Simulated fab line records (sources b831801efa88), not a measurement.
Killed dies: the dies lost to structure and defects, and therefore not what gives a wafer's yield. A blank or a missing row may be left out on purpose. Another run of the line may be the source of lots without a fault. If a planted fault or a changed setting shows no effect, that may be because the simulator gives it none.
Struck lot and sound lot, side by side	flow sky130	15 steps out of a route of 708
Sound: wafers L331.3, L331.4, L331.5. Struck: wafer L333.2 (L333.4, L333.5, from the same lot, were not struck and are left out); the cause is given at the end.
At each step with rows: each side's tool, then ch and its chambers, then its first start. Under that, the readings that differ: sound wafers	struck wafers	difference of the means	sigmas: that difference in standard deviations of wafers without a fault.
alike: same words and numbers on both sides, and readings whose means sit less than 2 such deviations apart. not compared: any withheld reading, any reading some wafer has no value for, any bound like >300 that may hide the same value, and any number with overlapping values for which the record gives no deviation.
Wherever a step has rows on one side only, a row that says differs or no value, or a row with sigmas, the two part there. Numbers that have no deviation but don't overlap get no sigmas and don't part them. A reading missing from all wafers of one side parts the sides only when that side holds two or more wafers.

first, 5 steps without rows for these wafers: SKY_VIA2_STRIP_17 (strips in post etch residue remover, time 1200 s); SKY_VIA2_CLEAN_18 (cleans in IPA, time 180 s); SKY_VIA2_CLEAN_19 (cleans in O3/DIW); SKY_VIA2_SPUTTER_20 (material TiN, target thk 20 nm, time 80 s); SKY_VIA2_CVD_21 (deposits W, target thk 420 nm, time 126.4 s).
SKY_VIA2_RS_MEAS_22: measures by four-point-probe.
  struck on film metro-04, day 38 00:31; sound on film metro-03, day 36 11:34
  alike: VIA2_W_RS
SKY_VIA2_THK_MEAS_23: measures by xrf.
  struck on film metro-04, day 38 00:37; sound on film metro-03, day 36 11:40
reading	sound	struck	difference	sigmas
VIA2_W_THK (nm)	416 400 420	430	+18	+2
SKY_VIA2_CMP_24: polishes, stops on SiO2, t overpolish 20 s, target thk 0 nm.
  sound on cmp-01 ch 1,3, day 36 11:42; struck on cmp-02 ch 3, day 38 00:40
  alike: motor current A, overpolish run s, time to endpoint s
SKY_METAL3_SPUTTER_00: material Ti, target thk 15 nm, time 10 s.
  struck on pvd sputter-01, day 38 00:58; sound on pvd sputter-01, day 36 12:00
  alike: chamber pressure pa, throttle valve pct
SKY_METAL3_SPUTTER_01: material TiN, target thk 20 nm, time 16.7 s.
  struck on pvd sputter-01, day 38 00:59; sound on pvd sputter-01, day 36 12:01
reading	sound	struck	difference	sigmas
chamber pressure pa (Pa)	0.3994 0.3998 0.3982	0.4013	+0.0022	+3
  alike: throttle valve pct
SKY_METAL3_SPUTTER_02: material AlCu, target thk 735 nm, time 39.1 s.
  struck on pvd sputter-01, day 38 01:01; sound on pvd sputter-01, day 36 12:03
  alike: chamber pressure pa, throttle valve pct
SKY_METAL3_SPUTTER_03: material Ti, target thk 5 nm, time 3.3 s.
  struck on pvd sputter-01, day 38 01:03; sound on pvd sputter-01, day 36 12:05
  alike: chamber pressure pa, throttle valve pct
SKY_METAL3_SPUTTER_04: material TiN, target thk 70 nm, time 58.3 s.
  struck on pvd sputter-01, day 38 01:04; sound on pvd sputter-01, day 36 12:07
reading	sound	struck	difference	sigmas
chamber pressure pa (Pa)	0.4001 0.4005 0.3996	0.4259	+0.0258	+33
  alike: throttle valve pct
then, 1 step without rows for these wafers: SKY_CAPM_CVD_00 (deposits SiO2, target thk 15.5 nm).
SKY_PAD_OPEN_PROBE_99:
  the record has rows for the sound wafers here (prober-01, day 45 20:35) and none for the struck ones

## WHERE THEY PART
At SKY_VIA2_THK_MEAS_23 first; at SKY_PAD_OPEN_PROBE_99 last (within this record only).

WHY: what had been put in by the simulator
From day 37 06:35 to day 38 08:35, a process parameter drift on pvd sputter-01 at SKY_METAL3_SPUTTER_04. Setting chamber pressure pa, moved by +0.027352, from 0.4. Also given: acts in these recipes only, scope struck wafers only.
